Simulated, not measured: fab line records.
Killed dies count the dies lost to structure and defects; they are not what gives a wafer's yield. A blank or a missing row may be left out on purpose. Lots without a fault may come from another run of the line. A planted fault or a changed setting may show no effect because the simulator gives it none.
fab line records ; flow gf180mcu
record lots=15; wafers=45; lastDay=34
route steps=602 shown V1@349 M2@365
lots untouched by any fault: they come from a run of this same line in which no faults occurred
startH: the number of hours between the record's first day and the start of the first shown wafer of the lot ; waitH: hours elapsed since this lot's preceding step ; " as in the row above ; L1.1+2: a row that stands for several wafers ; - value missing, or start not given ; * or withheld: withheld ; < > ~ a bound
route shown NAME@n: names a module that has steps shown in the file, with the first one's number in the route ; usual: mean/standard deviation of fault-free wafers ; same: alike in all rows ; chamber/n: place in a boat ; sites: readings site by site ; _std_site: the standard deviation of these ; _edge_site: the outer-site mean with the inner-site mean subtracted ; radiusMm: for every site, how far away it sits from the centre of the wafer ; mask NAME#n: copy n ; behind: the tool/chamber that last shaped the wafer ; hold: reason for holding the lot/hours on hold/outcome of the hold ; device: transistor that didn't switch, given as n, p or np ; end of line: the tests these same wafers got at the end of their route ; where a step has no rows: the recipe by itself ; killed: not the wafer's yield, but the dies lost to structure and defects at the first sort ; map: dies across one wafer; x = killed, . = not, _ = none there
set.NAME: the setting the step ran with; set.NAME@STEP: the setting that earlier step ran with ; model.NAME: the simulator's own value behind a step, which no gauge read
route steps across a sampled set of lots; one table per step, one row per wafer
services: a tool's chamber out of use, with start hour (startH, from the record's first day; less than 0 if before it), hours out, and reason
## steps
# step GF_V1_CD_MEAS_14
# recipe targetCdNm=260
# usual cdNm=260.0/1.3
lot.wafer;tool;chamber;startH;waitH;cdNm
L807.1;cdSem-02;-;437.18;0.1;260.1
L807.2;cdSem-02;-;437.18;0.1;260.5
L807.6;cdSem-02;-;437.18;0.1;260.2
L808.1;cdSem-02;-;450.23;0.1;259.0
L808.3;cdSem-02;-;450.23;0.1;258.9
L808.6;cdSem-02;-;450.23;0.1;259.2
L810.1;cdSem-02;-;469.62;0.1;258.7
L810.5;cdSem-02;-;469.62;0.1;259.1
L810.6;cdSem-02;-;469.62;0.1;259.4
L811.3;cdSem-01;-;482.86;0.1;262.2
L811.4;cdSem-01;-;482.86;0.1;260.5
L811.5;cdSem-01;-;482.86;0.1;261.2
L812.2;cdSem-02;-;483.19;0.1;259.1
L812.4;cdSem-02;-;483.19;0.1;258.4
L812.5;cdSem-02;-;483.19;0.1;258.3
L813.2;cdSem-01;-;500.09;0.1;259.0
L813.5;cdSem-01;-;500.09;0.1;259.9
L813.6;cdSem-01;-;500.09;0.1;259.4
L814.2;cdSem-01;-;508.59;0.1;258.9
L814.5;cdSem-01;-;508.59;0.1;259.6
L814.6;cdSem-01;-;508.59;0.1;258.7
L820.4;cdSem-02;-;559.78;0.1;261.6
L820.5;cdSem-02;-;559.78;0.1;261.8
L820.6;cdSem-02;-;559.78;0.1;262.1
L821.1;cdSem-01;-;562.27;0.1;262.8
L821.4;cdSem-01;-;562.27;0.1;262.6
L821.6;cdSem-01;-;562.27;0.1;260.7
L822.1;cdSem-02;-;567.37;0.1;261.1
L822.3;cdSem-02;-;567.37;0.1;260.9
L822.5;cdSem-02;-;567.37;0.1;260.3
L823.3;cdSem-01;-;577.21;0.1;259.9
L823.4;cdSem-01;-;577.21;0.1;261.2
L823.5;cdSem-01;-;577.21;0.1;260.7
L824.3;cdSem-01;-;585.51;0.1;258.6
L824.5;cdSem-01;-;585.51;0.1;258.7
L824.6;cdSem-01;-;585.51;0.1;258.0
L825.1;cdSem-01;-;597.72;0.1;260.3
L825.3;cdSem-01;-;597.72;0.1;260.5
L825.6;cdSem-01;-;597.72;0.1;260.4
L826.2;cdSem-02;-;599.29;0.1;260.7
L826.3;cdSem-02;-;599.29;0.1;261.3
L826.5;cdSem-02;-;599.29;0.1;261.8
L827.1;cdSem-01;-;603.12;0.1;260.1
L827.5;cdSem-01;-;603.12;0.1;259.4
L827.6;cdSem-01;-;603.12;0.1;259.1
# step GF_V1_SPUTTER_21
# recipe material=Ti; targetThkNm=15; chamberPressurePa=5; powerW=2500; substrateTempC=200; timeS=80.02
# usual throttleValvePct=30.4/0.91
lot.wafer;tool;chamber;startH;waitH;throttleValvePct
L807.1;pvdSputter-01;-;438.00;0.0;29.5
L807.2;pvdSputter-01;-;438.00;0.0;30.6
L807.6;pvdSputter-01;-;438.00;0.0;29.5
L808.1;pvdSputter-03;-;451.08;0.0;31.8
L808.3;pvdSputter-03;-;451.08;0.0;29.3
L808.6;pvdSputter-03;-;451.08;0.0;29.3
L810.1;pvdSputter-03;-;470.43;0.0;31.3
L810.5;pvdSputter-03;-;470.43;0.0;31.1
L810.6;pvdSputter-03;-;470.43;0.0;29.5
L811.3;pvdSputter-04;-;483.64;0.0;30.3
L811.4;pvdSputter-04;-;483.64;0.0;29.0
L811.5;pvdSputter-04;-;483.64;0.0;29.1
L812.2;pvdSputter-01;-;483.99;0.0;30.0
L812.4;pvdSputter-01;-;483.99;0.0;30.5
L812.5;pvdSputter-01;-;483.99;0.0;29.5
L813.2;pvdSputter-03;-;500.92;0.0;31.2
L813.5;pvdSputter-03;-;500.92;0.0;30.9
L813.6;pvdSputter-03;-;500.92;0.0;29.5
L814.2;pvdSputter-04;-;509.45;0.0;29.9
L814.5;pvdSputter-04;-;509.45;0.0;30.0
L814.6;pvdSputter-04;-;509.45;0.0;29.2
L820.4;pvdSputter-03;-;560.54;0.0;32.2
L820.5;pvdSputter-03;-;560.54;0.0;31.6
L820.6;pvdSputter-03;-;560.54;0.0;31.9
L821.1;pvdSputter-04;-;563.09;0.0;29.2
L821.4;pvdSputter-04;-;563.09;0.0;30.0
L821.6;pvdSputter-04;-;563.09;0.0;29.2
L822.1;pvdSputter-01;-;568.31;0.0;30.0
L822.3;pvdSputter-01;-;568.31;0.0;30.5
L822.5;pvdSputter-01;-;568.31;0.0;29.6
L823.3;pvdSputter-01;-;577.98;0.0;29.9
L823.4;pvdSputter-01;-;577.98;0.0;29.6
L823.5;pvdSputter-01;-;577.98;0.0;30.2
L824.3;pvdSputter-01;-;586.34;0.0;30.0
L824.5;pvdSputter-01;-;586.34;0.0;29.9
L824.6;pvdSputter-01;-;586.34;0.0;30.3
L825.1;pvdSputter-01;-;598.55;0.0;30.2
L825.3;pvdSputter-01;-;598.55;0.0;29.3
L825.6;pvdSputter-01;-;598.55;0.0;29.4
L826.2;pvdSputter-03;-;600.09;0.0;31.8
L826.3;pvdSputter-03;-;600.09;0.0;31.1
L826.5;pvdSputter-03;-;600.09;0.0;31.8
L827.1;pvdSputter-03;-;603.94;0.0;29.5
L827.5;pvdSputter-03;-;603.94;0.0;31.9
L827.6;pvdSputter-03;-;603.94;0.0;29.3
# step GF_M2_SPUTTER_03
# recipe material=Ti; targetThkNm=10; substrateTempC=300; chamberPressurePa=0.3; powerW=3000; timeS=6.7
# usual throttleValvePct=30.3/0.86
lot.wafer;tool;chamber;startH;waitH;throttleValvePct
L807.1;pvdSputter-01;-;438.86;0.0;29.9
L807.2;pvdSputter-01;-;438.86;0.0;29.9
L807.6;pvdSputter-01;-;438.86;0.0;29.9
L808.1;pvdSputter-03;-;451.93;0.0;31.6
L808.3;pvdSputter-03;-;451.93;0.0;29.3
L808.6;pvdSputter-03;-;451.93;0.0;30.8
L810.1;pvdSputter-02;-;471.29;0.0;30.3
L810.5;pvdSputter-02;-;471.29;0.0;29.1
L810.6;pvdSputter-02;-;471.29;0.0;30.4
L811.3;pvdSputter-02;-;484.49;0.0;29.3
L811.4;pvdSputter-02;-;484.49;0.0;30.3
L811.5;pvdSputter-02;-;484.49;0.0;28.9
L812.2;pvdSputter-01;-;484.84;0.0;30.1
L812.4;pvdSputter-01;-;484.84;0.0;30.4
L812.5;pvdSputter-01;-;484.84;0.0;30.5
L813.2;pvdSputter-01;-;502.07;0.0;29.3
L813.5;pvdSputter-01;-;502.07;0.0;29.5
L813.6;pvdSputter-01;-;502.07;0.0;30.5
L814.2;pvdSputter-01;-;510.30;0.0;30.5
L814.5;pvdSputter-01;-;510.30;0.0;30.4
L814.6;pvdSputter-01;-;510.30;0.0;29.1
L820.4;pvdSputter-02;-;561.41;0.0;30.2
L820.5;pvdSputter-02;-;561.41;0.0;29.2
L820.6;pvdSputter-02;-;561.41;0.0;29.1
L821.1;pvdSputter-01;-;563.94;0.0;29.6
L821.4;pvdSputter-01;-;563.94;0.0;30.6
L821.6;pvdSputter-01;-;563.94;0.0;30.4
L822.1;pvdSputter-01;-;569.63;0.0;29.8
L822.3;pvdSputter-01;-;569.63;0.0;29.5
L822.5;pvdSputter-01;-;569.63;0.0;29.5
L823.3;pvdSputter-03;-;578.84;0.0;31.4
L823.4;pvdSputter-03;-;578.84;0.0;31.8
L823.5;pvdSputter-03;-;578.84;0.0;32.2
L824.3;pvdSputter-03;-;587.22;0.0;31.3
L824.5;pvdSputter-03;-;587.22;0.0;29.4
L824.6;pvdSputter-03;-;587.22;0.0;31.7
L825.1;pvdSputter-01;-;599.51;0.0;29.8
L825.3;pvdSputter-01;-;599.51;0.0;29.3
L825.6;pvdSputter-01;-;599.51;0.0;29.9
L826.2;pvdSputter-03;-;601.12;0.0;29.4
L826.3;pvdSputter-03;-;601.12;0.0;31.2
L826.5;pvdSputter-03;-;601.12;0.0;31.9
L827.1;pvdSputter-03;-;604.82;0.0;31.8
L827.5;pvdSputter-03;-;604.82;0.0;31.7
L827.6;pvdSputter-03;-;604.82;0.0;31.2
# step GF_M2_EXPOSE_11
# recipe maskId=Metal2; targetCdNm=280; na=0.68; sourceShape=conventional; sigmaOuter=0.6; doseMj=28
# usual exposureDoseMJCm2=27.997/0.027; focusOffsetNm=0.0/0.48; sigmaOuter=0.6/0
lot.wafer;tool;chamber;startH;waitH;mask;exposureDoseMJCm2;focusOffsetNm;sigmaOuter
L807.1;krfScanner-02;0;451.39;-;Metal2#0;27.984;0.7;0.6
L807.2;krfScanner-02;0;451.39;-;Metal2#0;27.974;0.5;0.6
L807.6;krfScanner-02;0;451.39;-;Metal2#0;27.972;0.1;0.6
L808.1;krfScanner-02;0;463.97;-;Metal2#0;27.994;-0.3;0.6
L808.3;krfScanner-02;0;463.97;-;Metal2#0;28.012;-0.6;0.6
L808.6;krfScanner-02;0;463.97;-;Metal2#0;27.994;0.5;0.6
L810.1;krfScanner-02;0;483.63;-;Metal2#0;28.036;0.5;0.6
L810.5;krfScanner-02;0;483.63;-;Metal2#0;27.989;0.2;0.6
L810.6;krfScanner-02;0;483.63;-;Metal2#0;28.006;0.4;0.6
L811.3;krfScanner-02;0;495.91;-;Metal2#0;28.016;0.0;0.6
L811.4;krfScanner-02;0;495.91;-;Metal2#0;28.006;-0.2;0.6
L811.5;krfScanner-02;0;495.91;-;Metal2#0;28.001;0.0;0.6
L812.2;krfScanner-02;-;496.49;-;Metal2#0;-;-;-
L812.4;krfScanner-02;-;496.49;-;Metal2#0;-;-;-
L812.5;krfScanner-02;-;496.49;-;Metal2#0;-;-;-
L813.2;krfScanner-02;-;513.56;-;Metal2#0;-;-;-
L813.5;krfScanner-02;-;513.56;-;Metal2#0;-;-;-
L813.6;krfScanner-02;-;513.56;-;Metal2#0;-;-;-
L814.2;krfScanner-02;-;522.06;-;Metal2#0;-;-;-
L814.5;krfScanner-02;-;522.06;-;Metal2#0;-;-;-
L814.6;krfScanner-02;-;522.06;-;Metal2#0;-;-;-
L820.4;krfScanner-02;0;572.63;-;Metal2#0;28.002;-0.5;0.6
L820.5;krfScanner-02;0;572.63;-;Metal2#0;28.001;0.0;0.6
L820.6;krfScanner-02;0;572.63;-;Metal2#0;28.018;0.1;0.6
L821.1;krfScanner-02;0;574.57;-;Metal2#0;27.961;0.0;0.6
L821.4;krfScanner-02;0;574.57;-;Metal2#0;27.966;0.1;0.6
L821.6;krfScanner-02;0;574.57;-;Metal2#0;27.976;0.2;0.6
L822.1;krfScanner-01;0;579.90;-;Metal2#0;27.939;-0.7;0.6
L822.3;krfScanner-01;0;579.90;-;Metal2#0;28.017;-0.1;0.6
L822.5;krfScanner-01;0;579.90;-;Metal2#0;27.944;0.2;0.6
L823.3;krfScanner-01;0;589.71;-;Metal2#0;28.003;-1.2;0.6
L823.4;krfScanner-01;0;589.71;-;Metal2#0;27.992;-0.5;0.6
L823.5;krfScanner-01;0;589.71;-;Metal2#0;27.995;-1.1;0.6
L824.3;krfScanner-02;0;599.08;-;Metal2#0;28.008;0.1;0.6
L824.5;krfScanner-02;0;599.08;-;Metal2#0;27.947;0.0;0.6
L824.6;krfScanner-02;0;599.08;-;Metal2#0;27.966;-0.3;0.6
L825.1;krfScanner-01;0;609.70;-;Metal2#0;27.968;0.2;0.6
L825.3;krfScanner-01;0;609.70;-;Metal2#0;28.005;0.7;0.6
L825.6;krfScanner-01;0;609.70;-;Metal2#0;28.021;0.1;0.6
L826.2;krfScanner-02;0;611.69;-;Metal2#0;28.008;-1.0;0.6
L826.3;krfScanner-02;0;611.69;-;Metal2#0;27.997;-0.6;0.6
L826.5;krfScanner-02;0;611.69;-;Metal2#0;28.019;0.1;0.6
L827.1;krfScanner-02;0;615.27;-;Metal2#0;27.999;0.3;0.6
L827.5;krfScanner-02;0;615.27;-;Metal2#0;28.000;0.5;0.6
L827.6;krfScanner-02;0;615.27;-;Metal2#0;27.975;0.2;0.6
## services
tool;chamber;startH;hours;kind
krfScanner-01;-;418.64;0.4;repair
krfScanner-02;-;424.34;4.4;pm
pvdSputter-01;-;426.53;5.4;repair
pvdSputter-02;-;433.55;6.3;repair
krfScanner-01;-;456.87;0.2;repair
pvdSputter-01;-;470.14;4.0;repair
krfScanner-01;-;479.00;52.1;repair
krfScanner-02;-;498.71;0.3;repair
krfScanner-01;-;511.86;0.6;repair
pvdSputter-04;-;524.05;4.8;repair
krfScanner-01;-;531.15;3.6;pm
krfScanner-02;-;533.73;0.8;pm
krfScanner-01;-;534.70;1.0;pm
krfScanner-02;-;535.19;1.0;pm
krfScanner-02;-;536.19;1.3;pm
krfScanner-01;-;537.49;1.3;pm
pvdSputter-04;-;543.11;1.9;repair
pvdSputter-03;-;558.30;1.1;repair
krfScanner-01;-;564.96;0.8;pm
pvdSputter-01;-;600.61;1.0;repair
pvdSputter-04;-;603.30;3.1;repair
## key
firstSign step=GF_M2_EXPOSE_11; reading=toolRecord; direction=missing
effect none on later readings
metAt GF_M2_EXPOSE_11
struckLots L812,L813,L814
laterRowsLeftOut L812.2,L812.4,L812.5,L813.2,L813.5,L813.6,L814.2,L814.5,L814.6
sortLeftOut L812.2,L812.4,L812.5,L813.2,L813.5,L813.6,L814.2,L814.5,L814.6
notActingAt GF_V1_CD_MEAS_14,GF_V1_SPUTTER_21,GF_M2_SPUTTER_03
onsetBetween 495.91 496.49
fault kind=skippedStepWhole; tool=krfScanner-02; chamber=-; onsetH=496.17; steps=GF_M2_EXPOSE_11; scope=struckLotsOnly
# sortLeftOut: the simulated sort isn't trusted on such a fault, so these wafers' sort isn't shown, and their yield isn't known
# laterRowsLeftOut: the simulator's readings of these wafers behind a module that went badly wrong aren't trusted and aren't shown, but for the sort
